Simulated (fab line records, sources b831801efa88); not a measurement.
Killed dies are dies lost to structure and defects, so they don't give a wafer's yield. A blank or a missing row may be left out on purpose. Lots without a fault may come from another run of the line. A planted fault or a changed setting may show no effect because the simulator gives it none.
A struck lot beside a sound one | flow sky130 | 15 steps out of a route of 708
Sound: wafers L190.1, L190.2, L190.5. Struck: wafer L194.5. The cause comes at the end.
At each step with rows: each side's tool, then ch and its chambers, then its first start. Under that, the readings that differ: sound wafers | struck wafers | difference of the means | sigmas: that difference in standard deviations of wafers without a fault.
alike: readings whose means differ by less than 2 such deviations, and words and numbers that are the same on both sides. not compared: withheld readings, readings that some wafer has no value for, bounds like >300 that may hide the same value, and numbers for which the record gives no deviation and whose values overlap.
The two part at a step that has a row with sigmas, a row that says differs or no value, or rows on one side only. Numbers that don't overlap but have no deviation are shown without sigmas and don't part them. A reading that every wafer of one side lacks parts them only if that side has two wafers or more.

SKY_LI_CONTACT_BOW_MEAS_03:
  sound on film_metro-04, day 28 02:14; struck on film_metro-01, day 30 12:05
  alike: LI_CONTACT_BOW
then, 8 steps without rows for these wafers: SKY_LI_CONTACT_DEHYDRATE_04 (time 60 s); SKY_LI_CONTACT_HMDS_05 (prime time 60 s); SKY_LI_CONTACT_COAT_06 (resist thk 60 nm); SKY_LI_CONTACT_COAT_07 (resist thk 450 nm); SKY_LI_CONTACT_SOFTBAKE_08 (time 90 s); SKY_LI_CONTACT_EXPOSE_09 (exposes mask LICM1, target cd 170 nm); SKY_LI_CONTACT_PEB_10; SKY_LI_CONTACT_DEVELOP_11 (develop time 60 s).
SKY_LI_CONTACT_CD_MEAS_12: target cd 170 nm.
  sound on cd_sem-02, day 29 07:13; struck on cd_sem-02, day 31 15:24
  alike: cd_nm
SKY_LI_CONTACT_OVL_MEAS_13:
  sound on overlay-02, day 29 07:20; struck on overlay-02, day 31 15:28
  alike: LI_CONTACT_OVL
SKY_LI_CONTACT_ETCH_14: etches BARC in N2/H2, stops on SiO2, time 45.9 s, target depth 60 nm.
  sound on rie_diel-04 ch 0,2, day 29 07:22; struck on rie_diel-04 ch 0, day 31 15:29
  alike: chamber_pressure_mTorr, drypump_motor_current_A, oes_product_au, throttle_valve_pct
  not compared: rf_hours_counter_h
SKY_LI_CONTACT_ETCH_15: etches PSG in C4F8/O2/Ar, stops on Si, target depth 600 nm.
  sound on rie_diel-04 ch 0,2, day 29 07:24; struck on rie_diel-04 ch 0, day 31 15:34
  reading                                           | sound             | struck | difference | sigmas
  model.KrF-thick_of_LI_CONTACT_COAT_07.thk_nm (nm) | 233.1 233.5 236.3 | 267    | +33        |
  alike: chamber_pressure_mTorr, oes_product_au
SKY_LI_CONTACT_STRIP_16: strips in O2/N2.
  sound on plasma_asher-02 ch 0,1, day 29 07:29; struck on plasma_asher-01 ch 0, day 31 15:40
  reading                        | sound                | struck | difference | sigmas
  chamber_pressure_mTorr (mTorr) | 1498.7 1501.2 1499.9 | 1496.9 | -3.0       | -2
  oes_product_au (a.u.)          | 0.375 0.373 0.373    | 0.399  | +0.025     | +5
  strip_time_to_endpoint_s (s)   | 3.53 3.51 3.55       | 3.87   | +0.34      | +6
  alike: drypump_motor_current_A
  not compared: rf_hours_counter_h
then, 1 step without rows for these wafers: SKY_LI_CONTACT_CLEAN_17 (cleans in NMP, time 600 s).

WHERE THEY PART
Only at SKY_LI_CONTACT_STRIP_16, within this record.

WHY: what the simulator had put in
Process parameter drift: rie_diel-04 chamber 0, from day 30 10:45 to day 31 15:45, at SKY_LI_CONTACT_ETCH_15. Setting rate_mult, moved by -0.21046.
